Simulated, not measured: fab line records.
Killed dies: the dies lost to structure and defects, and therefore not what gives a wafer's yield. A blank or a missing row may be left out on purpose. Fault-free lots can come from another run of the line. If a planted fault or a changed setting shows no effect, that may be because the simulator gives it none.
Lot-split experiment	flow gf180mcu	on a route of 602 steps: 5 lots, 23 wafers read

SPLIT DETAILS
At GF_CONTACT_EXPOSE_11 (exposes mask Contact, target cd 220 nm), the setting dose_mj was moved away from the recipe's 38 on 7 of the 23 wafers read, by -2.7% to +5.5%. The other wafers ran this setting at the recipe's value.

FROM THE SPLIT TO THE READING: what the file shows between them, 2 steps
- GF_CONTACT_PEB_12: peb time 90 s
- GF_CONTACT_DEVELOP_13: develop time 60 s

THE READING
cd_nm, in nm, at GF_CONTACT_CD_MEAS_14 (target cd 220 nm). Fault-free wafers of this fab line usually give 219.6 nm, standard deviation 1.5 nm.

wafer	tool, chamber at the split	dose_mj as run	against the recipe	cd_nm, nm	against lot-mates on the recipe
L074.1	krf_scanner-02, 0	38	recipe	222.6	-
L074.2	krf_scanner-02, 0	38	recipe	221.2	-
L074.3	krf_scanner-02, 0	38	recipe	220.0	-
L074.4	krf_scanner-02, 0	38	recipe	221.5	-
L074.5	krf_scanner-02, 0	38	recipe	221.4	-
L076.1	krf_scanner-01, 0	38	recipe	218.6	-
L076.3	krf_scanner-01, 0	36.98	-2.7%	213.6	-5.0
L076.4	krf_scanner-01, 0	38	recipe	218.7	-
L076.5	krf_scanner-01, 0	36.98	-2.7%	214.3	-4.3
L076.6	krf_scanner-01, 0	36.98	-2.7%	212.9	-5.7
L079.1	krf_scanner-01, 0	38	recipe	218.4	-
L079.4	krf_scanner-01, 0	38	recipe	218.0	-
L079.5	krf_scanner-01, 0	38	recipe	218.7	-
L080.1	krf_scanner-01, 0	38	recipe	220.3	-
L080.2	krf_scanner-01, 0	39.83	+4.8%	227.1	+5.7
L080.3	krf_scanner-01, 0	38	recipe	221.2	-
L080.5	krf_scanner-01, 0	38	recipe	222.7	-
L080.6	krf_scanner-01, 0	39.83	+4.8%	228.7	+7.3
L083.2	krf_scanner-01, 0	38	recipe	219.4	-
L083.3	krf_scanner-01, 0	38	recipe	219.1	-
L083.4	krf_scanner-01, 0	40.1	+5.5%	228.1	+9.1
L083.5	krf_scanner-01, 0	40.1	+5.5%	226.5	+7.5
L083.6	krf_scanner-01, 0	38	recipe	218.5	-

FIT RESULTS
A straight line over all 23 wafers: cd_nm changes by +1.65 nm for each +1% of dose_mj; r = +0.93; the points scatter about the line by 1.6 nm.
The same after taking each lot's own level away (the mean of its wafers on the recipe; 23 wafers): +1.53 nm for each +1%; r = +0.98; scatter 0.81 nm.
That fit puts the effect of the largest move of dose_mj on the reading at 8.5 nm.
From 218.37 to 221.40 nm: that is the span of the lots' own levels, equal to 2.0 times the standard deviation above.
The two slopes are in agreement: the lot-to-lot level therefore moves the slope only a little.
Check: with one of the wafers moved furthest among these (+5.5%) left out of the fit, the line predicts +7.97 nm for it against its lot-mates. Against them it came out at +9.1 nm.

OTHER SPLITS ON THESE WAFERS
Other splits were also applied to these wafers ahead of the reading. Each is held against what the fit with the lots' levels taken away leaves over:
other split on the same wafers	wafers away from the commonest value	r with cd_nm (lot level and that fit taken away)
GF_NSD_IMPLANT_09 energy_kev	10	-0.11
GF_PSD_DEVELOP_06 dev_temp_c	10	-0.07
GF_SAB_COAT_04 resist_thk_nm	6	+0.25
GF_SAB_EXPOSE_06 dose_mj	8	-0.30
GF_CONTACT_CMP_04 leave_above_ref_nm	9	-0.22

THE WHOLE CHAIN: every reading that the file lists as answering this split, in the file's order
step	what it does	reading	change (the file's fit)	r (the file's)
GF_CONTACT_CD_MEAS_14	target cd 220 nm	cd_nm	+1.49 nm for each +1% of the setting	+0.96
GF_CONTACT_ETCH_16	etches BARC in N2/H2	CONTACT.cd_nm (the simulator's own value, which no gauge read)	+1.54 nm for each +1% of the setting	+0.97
GF_CONTACT_ETCH_17	etches SiO2 in C4F8/O2/Ar, stops on CoSi2, target depth 860 nm	CONTACT.cd_nm (the simulator's own value, which no gauge read)	+1.58 nm for each +1% of the setting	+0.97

FILE'S OWN FIT
cd_nm changes by +1.49 nm for each +1% of dose_mj, r = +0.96.
